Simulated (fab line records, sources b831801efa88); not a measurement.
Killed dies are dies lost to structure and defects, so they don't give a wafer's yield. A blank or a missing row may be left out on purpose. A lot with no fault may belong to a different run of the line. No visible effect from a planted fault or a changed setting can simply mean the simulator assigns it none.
fab line records / flow sky130
[record] lots = 14 wafers = 42 last-day = 50
route steps=708 shown LOCAL_INTERCONNECT@399 CONTACT@411
lots that met no fault: taken from a fault-free run of the same line
start-h: start of the lot's first displayed wafer, in hours after the record's first day / wait-h: hours elapsed since this lot's preceding step / " as in the row above / L1.1+2: a row that stands for several wafers / - no value, or no start was given / * or withheld: withheld / < > ~ a bound
route shown NAME@n: NAME is a module with steps in the file, n the number in the route of the first one / usual: average and standard deviation across the fault-free wafers / same: alike in all rows / chamber/n: place in a boat / sites: per-site readings / _std_site: standard deviation of those values / _edge_site: outer sites' mean less inner sites' / radius-mm: how far each site lies from the wafer's centre / mask NAME#n: copy n / behind: the most recent tool/chamber to have shaped the wafer / hold: reason for holding the lot/hours on hold/outcome of the hold / device: transistor that didn't switch, given as n, p or np / end of line: the route-end tests of the same wafers / a step without rows: its recipe alone / killed: at the first sort, the dies lost to defects and structure; wafer yield is something else / map: shows each die of a wafer: x if killed, . if not, _ if none is there
set.NAME: the setting the step ran with; set.NAME@STEP: the setting that earlier step ran with / model.NAME: the simulator's own value behind a step, which no gauge read
steps of the route over a sample of lots; a table a step, a row a wafer
services: from which hour (start-h, from the record's first day; less than 0 if before it) a tool's chamber was out of use, for how many hours, and why
[[steps]]
[step SKY_LOCAL_INTERCONNECT_OVL_MEAS_12]
[usual] LOCAL_INTERCONNECT_OVL = 1/4.4
lot.wafer=L447.1 tool=overlay-01 chamber=- start-h=711.65 wait-h=0.1 LOCAL_INTERCONNECT_OVL[nm]=0
lot.wafer=L447.3 tool=overlay-01 chamber=- start-h=711.65 wait-h=0.1 LOCAL_INTERCONNECT_OVL[nm]=2
lot.wafer=L447.4 tool=overlay-01 chamber=- start-h=711.65 wait-h=0.1 LOCAL_INTERCONNECT_OVL[nm]=3
lot.wafer=L448.2 tool=overlay-01 chamber=- start-h=712.96 wait-h=0.1 LOCAL_INTERCONNECT_OVL[nm]=-6
lot.wafer=L448.3 tool=overlay-01 chamber=- start-h=712.96 wait-h=0.1 LOCAL_INTERCONNECT_OVL[nm]=-4
lot.wafer=L448.6 tool=overlay-01 chamber=- start-h=712.96 wait-h=0.1 LOCAL_INTERCONNECT_OVL[nm]=-2
lot.wafer=L450.1 tool=overlay-01 chamber=- start-h=731.85 wait-h=0.1 LOCAL_INTERCONNECT_OVL[nm]=0
lot.wafer=L450.4 tool=overlay-01 chamber=- start-h=731.85 wait-h=0.1 LOCAL_INTERCONNECT_OVL[nm]=-5
lot.wafer=L450.5 tool=overlay-01 chamber=- start-h=731.85 wait-h=0.1 LOCAL_INTERCONNECT_OVL[nm]=-8
lot.wafer=L454.2 tool=overlay-01 chamber=- start-h=786.31 wait-h=0.1 LOCAL_INTERCONNECT_OVL[nm]=-2
lot.wafer=L454.4 tool=overlay-01 chamber=- start-h=786.31 wait-h=0.1 LOCAL_INTERCONNECT_OVL[nm]=-3
lot.wafer=L454.6 tool=overlay-01 chamber=- start-h=786.31 wait-h=0.1 LOCAL_INTERCONNECT_OVL[nm]=-10
lot.wafer=L453.1 tool=overlay-01 chamber=- start-h=788.65 wait-h=0.1 LOCAL_INTERCONNECT_OVL[nm]=-3
lot.wafer=L453.4 tool=overlay-01 chamber=- start-h=788.65 wait-h=0.1 LOCAL_INTERCONNECT_OVL[nm]=-3
lot.wafer=L453.5 tool=overlay-01 chamber=- start-h=788.65 wait-h=0.1 LOCAL_INTERCONNECT_OVL[nm]=0
lot.wafer=L456.3 tool=overlay-01 chamber=- start-h=789.17 wait-h=0.1 LOCAL_INTERCONNECT_OVL[nm]=-2
lot.wafer=L456.4 tool=overlay-01 chamber=- start-h=789.17 wait-h=0.1 LOCAL_INTERCONNECT_OVL[nm]=-4
lot.wafer=L456.5 tool=overlay-01 chamber=- start-h=789.17 wait-h=0.1 LOCAL_INTERCONNECT_OVL[nm]=2
lot.wafer=L455.2 tool=overlay-01 chamber=- start-h=790.01 wait-h=0.1 LOCAL_INTERCONNECT_OVL[nm]=8
lot.wafer=L455.4 tool=overlay-01 chamber=- start-h=790.01 wait-h=0.1 LOCAL_INTERCONNECT_OVL[nm]=9
lot.wafer=L455.5 tool=overlay-01 chamber=- start-h=790.01 wait-h=0.1 LOCAL_INTERCONNECT_OVL[nm]=4
lot.wafer=L458.1 tool=overlay-01 chamber=- start-h=802.36 wait-h=0.1 LOCAL_INTERCONNECT_OVL[nm]=-2
lot.wafer=L458.2 tool=overlay-01 chamber=- start-h=802.36 wait-h=0.1 LOCAL_INTERCONNECT_OVL[nm]=1
lot.wafer=L458.6 tool=overlay-01 chamber=- start-h=802.36 wait-h=0.1 LOCAL_INTERCONNECT_OVL[nm]=5
lot.wafer=L459.1 tool=overlay-01 chamber=- start-h=807.05 wait-h=0.1 LOCAL_INTERCONNECT_OVL[nm]=4
lot.wafer=L459.2 tool=overlay-01 chamber=- start-h=807.05 wait-h=0.1 LOCAL_INTERCONNECT_OVL[nm]=-2
lot.wafer=L459.6 tool=overlay-01 chamber=- start-h=807.05 wait-h=0.1 LOCAL_INTERCONNECT_OVL[nm]=-9
lot.wafer=L460.1 tool=overlay-02 chamber=- start-h=812.75 wait-h=0.1 LOCAL_INTERCONNECT_OVL[nm]=6
lot.wafer=L460.3 tool=overlay-02 chamber=- start-h=812.75 wait-h=0.1 LOCAL_INTERCONNECT_OVL[nm]=7
lot.wafer=L460.6 tool=overlay-02 chamber=- start-h=812.75 wait-h=0.1 LOCAL_INTERCONNECT_OVL[nm]=3
lot.wafer=L464.1 tool=overlay-02 chamber=- start-h=838.40 wait-h=0.1 LOCAL_INTERCONNECT_OVL[nm]=5
lot.wafer=L464.3 tool=overlay-02 chamber=- start-h=838.40 wait-h=0.1 LOCAL_INTERCONNECT_OVL[nm]=-2
lot.wafer=L464.5 tool=overlay-02 chamber=- start-h=838.40 wait-h=0.1 LOCAL_INTERCONNECT_OVL[nm]=-2
lot.wafer=L466.1 tool=overlay-01 chamber=- start-h=859.85 wait-h=0.1 LOCAL_INTERCONNECT_OVL[nm]=-1
lot.wafer=L466.2 tool=overlay-01 chamber=- start-h=859.85 wait-h=0.1 LOCAL_INTERCONNECT_OVL[nm]=3
lot.wafer=L466.6 tool=overlay-01 chamber=- start-h=859.85 wait-h=0.1 LOCAL_INTERCONNECT_OVL[nm]=5
lot.wafer=L468.2 tool=overlay-01 chamber=- start-h=863.76 wait-h=0.1 LOCAL_INTERCONNECT_OVL[nm]=-1
lot.wafer=L468.4 tool=overlay-01 chamber=- start-h=863.76 wait-h=0.1 LOCAL_INTERCONNECT_OVL[nm]=-1
lot.wafer=L468.5 tool=overlay-01 chamber=- start-h=863.76 wait-h=0.1 LOCAL_INTERCONNECT_OVL[nm]=2
lot.wafer=L469.2 tool=overlay-02 chamber=- start-h=875.91 wait-h=0.1 LOCAL_INTERCONNECT_OVL[nm]=-7
lot.wafer=L469.3 tool=overlay-02 chamber=- start-h=875.91 wait-h=0.1 LOCAL_INTERCONNECT_OVL[nm]=-5
lot.wafer=L469.4 tool=overlay-02 chamber=- start-h=875.91 wait-h=0.1 LOCAL_INTERCONNECT_OVL[nm]=1
[step SKY_CONTACT_BOW_MEAS_05]
[recipe] mode = bow
[usual] CONTACT_BOW = 83/6.9
lot.wafer=L447.1 tool=film-metro-01 chamber=- start-h=713.03 wait-h=0.1 CONTACT_BOW[um]=81
lot.wafer=L447.3 tool=film-metro-01 chamber=- start-h=713.03 wait-h=0.1 CONTACT_BOW[um]=88
lot.wafer=L447.4 tool=film-metro-01 chamber=- start-h=713.03 wait-h=0.1 CONTACT_BOW[um]=63
lot.wafer=L448.2 tool=film-metro-03 chamber=- start-h=714.30 wait-h=0.3 CONTACT_BOW[um]=76
lot.wafer=L448.3 tool=film-metro-03 chamber=- start-h=714.30 wait-h=0.3 CONTACT_BOW[um]=97
lot.wafer=L448.6 tool=film-metro-03 chamber=- start-h=714.30 wait-h=0.3 CONTACT_BOW[um]=75
lot.wafer=L450.1 tool=film-metro-03 chamber=- start-h=733.12 wait-h=0.1 CONTACT_BOW[um]=81
lot.wafer=L450.4 tool=film-metro-03 chamber=- start-h=733.12 wait-h=0.1 CONTACT_BOW[um]=81
lot.wafer=L450.5 tool=film-metro-03 chamber=- start-h=733.12 wait-h=0.1 CONTACT_BOW[um]=84
lot.wafer=L454.2 tool=film-metro-03 chamber=- start-h=787.76 wait-h=0.2 CONTACT_BOW[um]=85
lot.wafer=L454.4 tool=film-metro-03 chamber=- start-h=787.76 wait-h=0.2 CONTACT_BOW[um]=78
lot.wafer=L454.6 tool=film-metro-03 chamber=- start-h=787.76 wait-h=0.2 CONTACT_BOW[um]=82
lot.wafer=L453.1 tool=film-metro-03 chamber=- start-h=789.99 wait-h=0.2 CONTACT_BOW[um]=78
lot.wafer=L453.4 tool=film-metro-03 chamber=- start-h=789.99 wait-h=0.2 CONTACT_BOW[um]=89
lot.wafer=L453.5 tool=film-metro-03 chamber=- start-h=789.99 wait-h=0.2 CONTACT_BOW[um]=86
lot.wafer=L456.3 tool=film-metro-02 chamber=- start-h=790.64 wait-h=0.3 CONTACT_BOW[um]=79
lot.wafer=L456.4 tool=film-metro-02 chamber=- start-h=790.64 wait-h=0.3 CONTACT_BOW[um]=93
lot.wafer=L456.5 tool=film-metro-02 chamber=- start-h=790.64 wait-h=0.3 CONTACT_BOW[um]=80
lot.wafer=L455.2 tool=film-metro-03 chamber=- start-h=791.29 wait-h=0.1 CONTACT_BOW[um]=87
lot.wafer=L455.4 tool=film-metro-03 chamber=- start-h=791.29 wait-h=0.1 CONTACT_BOW[um]=89
lot.wafer=L455.5 tool=film-metro-03 chamber=- start-h=791.29 wait-h=0.1 CONTACT_BOW[um]=85
lot.wafer=L458.1 tool=film-metro-02 chamber=- start-h=803.66 wait-h=0.1 CONTACT_BOW[um]=82
lot.wafer=L458.2 tool=film-metro-02 chamber=- start-h=803.66 wait-h=0.1 CONTACT_BOW[um]=90
lot.wafer=L458.6 tool=film-metro-02 chamber=- start-h=803.66 wait-h=0.1 CONTACT_BOW[um]=76
lot.wafer=L459.1 tool=film-metro-01 chamber=- start-h=808.32 wait-h=0.1 CONTACT_BOW[um]=82
lot.wafer=L459.2 tool=film-metro-01 chamber=- start-h=808.32 wait-h=0.1 CONTACT_BOW[um]=84
lot.wafer=L459.6 tool=film-metro-01 chamber=- start-h=808.32 wait-h=0.1 CONTACT_BOW[um]=86
lot.wafer=L460.1 tool=film-metro-01 chamber=- start-h=814.02 wait-h=0.1 CONTACT_BOW[um]=83
lot.wafer=L460.3 tool=film-metro-01 chamber=- start-h=814.02 wait-h=0.1 CONTACT_BOW[um]=80
lot.wafer=L460.6 tool=film-metro-01 chamber=- start-h=814.02 wait-h=0.1 CONTACT_BOW[um]=68
lot.wafer=L464.1 tool=film-metro-02 chamber=- start-h=839.68 wait-h=0.2 CONTACT_BOW[um]=87
lot.wafer=L464.3 tool=film-metro-02 chamber=- start-h=839.68 wait-h=0.2 CONTACT_BOW[um]=86
lot.wafer=L464.5 tool=film-metro-02 chamber=- start-h=839.68 wait-h=0.2 CONTACT_BOW[um]=73
lot.wafer=L466.1 tool=film-metro-02 chamber=- start-h=861.15 wait-h=0.1 CONTACT_BOW[um]=86
lot.wafer=L466.2 tool=film-metro-02 chamber=- start-h=861.15 wait-h=0.1 CONTACT_BOW[um]=78
lot.wafer=L466.6 tool=film-metro-02 chamber=- start-h=861.15 wait-h=0.1 CONTACT_BOW[um]=82
lot.wafer=L468.2 tool=film-metro-03 chamber=- start-h=865.16 wait-h=0.3 CONTACT_BOW[um]=86
lot.wafer=L468.4 tool=film-metro-03 chamber=- start-h=865.16 wait-h=0.3 CONTACT_BOW[um]=74
lot.wafer=L468.5 tool=film-metro-03 chamber=- start-h=865.16 wait-h=0.3 CONTACT_BOW[um]=77
lot.wafer=L469.2 tool=film-metro-02 chamber=- start-h=877.32 wait-h=0.1 CONTACT_BOW[um]=84
lot.wafer=L469.3 tool=film-metro-02 chamber=- start-h=877.32 wait-h=0.1 CONTACT_BOW[um]=74
lot.wafer=L469.4 tool=film-metro-02 chamber=- start-h=877.32 wait-h=0.1 CONTACT_BOW[um]=76
[step SKY_CONTACT_SOFTBAKE_10]
[recipe] temp-c = 100 time-s = 90 resist = KrF-thick
[usual] heater-power-total-W = 57.36/0.11 run-length-s = 119.15/0.21
lot.wafer=L447.1 tool=litho-track-03 chamber=0 start-h=727 wait-h=- heater-power-total-W=57.41 run-length-s=119.12
lot.wafer=L447.3 tool=litho-track-03 chamber=0 start-h=727 wait-h=- heater-power-total-W=57.52 run-length-s=118.97
lot.wafer=L447.4 tool=litho-track-03 chamber=0 start-h=727 wait-h=- heater-power-total-W=57.32 run-length-s=119.14
lot.wafer=L448.2 tool=litho-track-03 chamber=0 start-h=727 wait-h=- heater-power-total-W=57.35 run-length-s=119.15
lot.wafer=L448.3 tool=litho-track-03 chamber=0 start-h=727 wait-h=- heater-power-total-W=57.24 run-length-s=119.01
lot.wafer=L448.6 tool=litho-track-03 chamber=0 start-h=728 wait-h=- heater-power-total-W=57.26 run-length-s=119.24
lot.wafer=L450.1 tool=litho-track-04 chamber=0 start-h=746 wait-h=- heater-power-total-W=57.47 run-length-s=119.67
lot.wafer=L450.4 tool=litho-track-04 chamber=0 start-h=746 wait-h=- heater-power-total-W=57.25 run-length-s=119.39
lot.wafer=L450.5 tool=litho-track-04 chamber=0 start-h=746 wait-h=- heater-power-total-W=57.35 run-length-s=119.27
lot.wafer=L454.2 tool=litho-track-04 chamber=0 start-h=799 wait-h=- heater-power-total-W=57.32 run-length-s=119.35
lot.wafer=L454.4 tool=litho-track-04 chamber=0 start-h=799 wait-h=- heater-power-total-W=57.38 run-length-s=119.44
lot.wafer=L454.6 tool=litho-track-04 chamber=0 start-h=800 wait-h=- heater-power-total-W=57.28 run-length-s=119.52
lot.wafer=L453.1 tool=litho-track-03 chamber=0 start-h=802 wait-h=- heater-power-total-W=57.52 run-length-s=119.36
lot.wafer=L453.4 tool=litho-track-03 chamber=0 start-h=802 wait-h=- heater-power-total-W=57.30 run-length-s=119.13
lot.wafer=L453.5 tool=litho-track-03 chamber=0 start-h=802 wait-h=- heater-power-total-W=57.48 run-length-s=119.15
lot.wafer=L456.3 tool=litho-track-04 chamber=0 start-h=803 wait-h=- heater-power-total-W=57.23 run-length-s=119.29
lot.wafer=L456.4 tool=litho-track-04 chamber=0 start-h=803 wait-h=- heater-power-total-W=57.31 run-length-s=119.44
lot.wafer=L456.5 tool=litho-track-04 chamber=0 start-h=803 wait-h=- heater-power-total-W=57.42 run-length-s=119.25
lot.wafer=L455.2 tool=litho-track-03 chamber=0 start-h=804 wait-h=- heater-power-total-W=57.45 run-length-s=119.39
lot.wafer=L455.4 tool=litho-track-03 chamber=0 start-h=804 wait-h=- heater-power-total-W=57.29 run-length-s=119.06
lot.wafer=L455.5 tool=litho-track-03 chamber=0 start-h=804 wait-h=- heater-power-total-W=57.41 run-length-s=119.33
lot.wafer=L458.1 tool=litho-track-03 chamber=0 start-h=817 wait-h=- heater-power-total-W=57.44 run-length-s=119.12
lot.wafer=L458.2 tool=litho-track-03 chamber=0 start-h=817 wait-h=- heater-power-total-W=57.40 run-length-s=119.16
lot.wafer=L458.6 tool=litho-track-03 chamber=0 start-h=817 wait-h=- heater-power-total-W=57.31 run-length-s=119.13
lot.wafer=L459.1 tool=litho-track-03 chamber=0 start-h=820 wait-h=- heater-power-total-W=57.27 run-length-s=119.16
lot.wafer=L459.2 tool=litho-track-03 chamber=0 start-h=820 wait-h=- heater-power-total-W=57.27 run-length-s=119.08
lot.wafer=L459.6 tool=litho-track-03 chamber=0 start-h=820 wait-h=- heater-power-total-W=57.43 run-length-s=119.28
lot.wafer=L460.1 tool=litho-track-04 chamber=0 start-h=825 wait-h=- heater-power-total-W=59.95 run-length-s=107.29
lot.wafer=L460.3 tool=litho-track-04 chamber=0 start-h=825 wait-h=- heater-power-total-W=60.12 run-length-s=107.20
lot.wafer=L460.6 tool=litho-track-04 chamber=0 start-h=825 wait-h=- heater-power-total-W=60.21 run-length-s=107.16
lot.wafer=L464.1 tool=litho-track-04 chamber=0 start-h=851 wait-h=- heater-power-total-W=60.13 run-length-s=107.18
lot.wafer=L464.3 tool=litho-track-04 chamber=0 start-h=851 wait-h=- heater-power-total-W=60.01 run-length-s=107.26
lot.wafer=L464.5 tool=litho-track-04 chamber=0 start-h=851 wait-h=- heater-power-total-W=59.93 run-length-s=107.41
lot.wafer=L466.1 tool=litho-track-02 chamber=0 start-h=873 wait-h=- heater-power-total-W=57.52 run-length-s=119.06
lot.wafer=L466.2 tool=litho-track-02 chamber=0 start-h=873 wait-h=- heater-power-total-W=57.51 run-length-s=118.86
lot.wafer=L466.6 tool=litho-track-02 chamber=0 start-h=873 wait-h=- heater-power-total-W=57.22 run-length-s=118.77
lot.wafer=L468.2 tool=litho-track-03 chamber=0 start-h=877 wait-h=- heater-power-total-W=57.21 run-length-s=119.08
lot.wafer=L468.4 tool=litho-track-03 chamber=0 start-h=877 wait-h=- heater-power-total-W=57.53 run-length-s=119.33
lot.wafer=L468.5 tool=litho-track-03 chamber=0 start-h=877 wait-h=- heater-power-total-W=57.42 run-length-s=119.02
lot.wafer=L469.2 tool=litho-track-02 chamber=0 start-h=891 wait-h=- heater-power-total-W=57.41 run-length-s=118.83
lot.wafer=L469.3 tool=litho-track-02 chamber=0 start-h=891 wait-h=- heater-power-total-W=57.14 run-length-s=118.89
lot.wafer=L469.4 tool=litho-track-02 chamber=0 start-h=891 wait-h=- heater-power-total-W=57.26 run-length-s=118.98
[step SKY_CONTACT_SPUTTER_23]
[recipe] material = TiN target-thk-nm = 20 chamber-pressure-pa = 5.23 power-w = 4000 time-s = 80
[usual] throttle-valve-pct = 30.1/1.4
lot.wafer=L447.1 tool=pvd-sputter-03 chamber=- start-h=738.40 wait-h=0.0 throttle-valve-pct=31.6
lot.wafer=L447.3 tool=pvd-sputter-03 chamber=- start-h=738.40 wait-h=0.0 throttle-valve-pct=31.5
lot.wafer=L447.4 tool=pvd-sputter-03 chamber=- start-h=738.40 wait-h=0.0 throttle-valve-pct=27.8
lot.wafer=L448.2 tool=pvd-sputter-01 chamber=- start-h=738.99 wait-h=0.0 throttle-valve-pct=32.0
lot.wafer=L448.3 tool=pvd-sputter-01 chamber=- start-h=738.99 wait-h=0.0 throttle-valve-pct=27.2
lot.wafer=L448.6 tool=pvd-sputter-01 chamber=- start-h=738.99 wait-h=0.0 throttle-valve-pct=27.8
lot.wafer=L450.1 tool=pvd-sputter-01 chamber=- start-h=761.26 wait-h=0.0 throttle-valve-pct=29.0
lot.wafer=L450.4 tool=pvd-sputter-01 chamber=- start-h=761.26 wait-h=0.0 throttle-valve-pct=29.5
lot.wafer=L450.5 tool=pvd-sputter-01 chamber=- start-h=761.26 wait-h=0.0 throttle-valve-pct=28.6
lot.wafer=L454.2 tool=pvd-sputter-01 chamber=- start-h=814.73 wait-h=0.0 throttle-valve-pct=28.9
lot.wafer=L454.4 tool=pvd-sputter-01 chamber=- start-h=814.73 wait-h=0.0 throttle-valve-pct=29.5
lot.wafer=L454.6 tool=pvd-sputter-01 chamber=- start-h=814.73 wait-h=0.0 throttle-valve-pct=32.1
lot.wafer=L453.1 tool=pvd-sputter-04 chamber=- start-h=816.96 wait-h=0.0 throttle-valve-pct=31.6
lot.wafer=L453.4 tool=pvd-sputter-04 chamber=- start-h=816.96 wait-h=0.0 throttle-valve-pct=30.4
lot.wafer=L453.5 tool=pvd-sputter-04 chamber=- start-h=816.96 wait-h=0.0 throttle-valve-pct=30.2
lot.wafer=L456.3 tool=pvd-sputter-04 chamber=- start-h=817.46 wait-h=0.0 throttle-valve-pct=30.2
lot.wafer=L456.4 tool=pvd-sputter-04 chamber=- start-h=817.46 wait-h=0.0 throttle-valve-pct=30.0
lot.wafer=L456.5 tool=pvd-sputter-04 chamber=- start-h=817.46 wait-h=0.0 throttle-valve-pct=31.4
lot.wafer=L455.2 tool=pvd-sputter-01 chamber=- start-h=818.50 wait-h=0.0 throttle-valve-pct=32.3
lot.wafer=L455.4 tool=pvd-sputter-01 chamber=- start-h=818.50 wait-h=0.0 throttle-valve-pct=28.6
lot.wafer=L455.5 tool=pvd-sputter-01 chamber=- start-h=818.50 wait-h=0.0 throttle-valve-pct=27.6
lot.wafer=L458.1 tool=pvd-sputter-01 chamber=- start-h=831.21 wait-h=0.0 throttle-valve-pct=27.7
lot.wafer=L458.2 tool=pvd-sputter-01 chamber=- start-h=831.21 wait-h=0.0 throttle-valve-pct=28.8
lot.wafer=L458.6 tool=pvd-sputter-01 chamber=- start-h=831.21 wait-h=0.0 throttle-valve-pct=28.7
lot.wafer=L459.1 tool=pvd-sputter-03 chamber=- start-h=834.90 wait-h=0.0 throttle-valve-pct=28.1
lot.wafer=L459.2 tool=pvd-sputter-03 chamber=- start-h=834.90 wait-h=0.0 throttle-valve-pct=31.3
lot.wafer=L459.6 tool=pvd-sputter-03 chamber=- start-h=834.90 wait-h=0.0 throttle-valve-pct=30.6
lot.wafer=L460.1 tool=pvd-sputter-04 chamber=- start-h=840.75 wait-h=0.0 throttle-valve-pct=31.7
lot.wafer=L460.3 tool=pvd-sputter-04 chamber=- start-h=840.75 wait-h=0.0 throttle-valve-pct=30.1
lot.wafer=L460.6 tool=pvd-sputter-04 chamber=- start-h=840.75 wait-h=0.0 throttle-valve-pct=29.9
lot.wafer=L464.1 tool=pvd-sputter-03 chamber=- start-h=866.06 wait-h=0.0 throttle-valve-pct=30.6
lot.wafer=L464.3 tool=pvd-sputter-03 chamber=- start-h=866.06 wait-h=0.0 throttle-valve-pct=28.1
lot.wafer=L464.5 tool=pvd-sputter-03 chamber=- start-h=866.06 wait-h=0.0 throttle-valve-pct=31.2
lot.wafer=L466.1 tool=pvd-sputter-03 chamber=- start-h=887.07 wait-h=0.0 throttle-valve-pct=31.5
lot.wafer=L466.2 tool=pvd-sputter-03 chamber=- start-h=887.07 wait-h=0.0 throttle-valve-pct=30.5
lot.wafer=L466.6 tool=pvd-sputter-03 chamber=- start-h=887.07 wait-h=0.0 throttle-valve-pct=31.6
lot.wafer=L468.2 tool=pvd-sputter-04 chamber=- start-h=892.08 wait-h=0.0 throttle-valve-pct=30.4
lot.wafer=L468.4 tool=pvd-sputter-04 chamber=- start-h=892.08 wait-h=0.0 throttle-valve-pct=30.1
lot.wafer=L468.5 tool=pvd-sputter-04 chamber=- start-h=892.08 wait-h=0.0 throttle-valve-pct=30.5
lot.wafer=L469.2 tool=pvd-sputter-03 chamber=- start-h=904.12 wait-h=0.0 throttle-valve-pct=31.1
lot.wafer=L469.3 tool=pvd-sputter-03 chamber=- start-h=904.12 wait-h=0.0 throttle-valve-pct=31.6
lot.wafer=L469.4 tool=pvd-sputter-03 chamber=- start-h=904.12 wait-h=0.0 throttle-valve-pct=30.4
[[services]]
tool=pvd-sputter-01 chamber=- start-h=750.50 hours=2.2 kind=repair
tool=pvd-sputter-03 chamber=- start-h=815.80 hours=15.5 kind=repair
tool=pvd-sputter-03 chamber=- start-h=885.09 hours=1.0 kind=repair
[[key]]
[first-sign] step = SKY_CONTACT_SOFTBAKE_10 reading = run-length-s direction = down sigmas = 58 usual = * struck = *
[effect] step = SKY_CONTACT_SOFTBAKE_10 reading = heater-power-total-W direction = up sigmas = 25 usual = * struck = *
met-at SKY_CONTACT_SOFTBAKE_10
struck-lots L460,L464
tester-left-out L460,L464
not-acting-at SKY_LOCAL_INTERCONNECT_OVL_MEAS_12,SKY_CONTACT_BOW_MEAS_05,SKY_CONTACT_SPUTTER_23
onset-between 803 825
[fault] kind = process-parameter-drift tool = litho-track-04 chamber = - onset-h = 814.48 steps = SKY_CONTACT_SOFTBAKE_10 channel = time-s offset = * shape = step end-h = 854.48 acts-in = * stated = *
// tester-left-out: of these lots the tester's yield and bins aren't shown, on N5 and GAA mostly nor the transistor test; their killed dies are dies lost to structure and defects alone, not to doping, threshold or leakage, so they don't give the yield
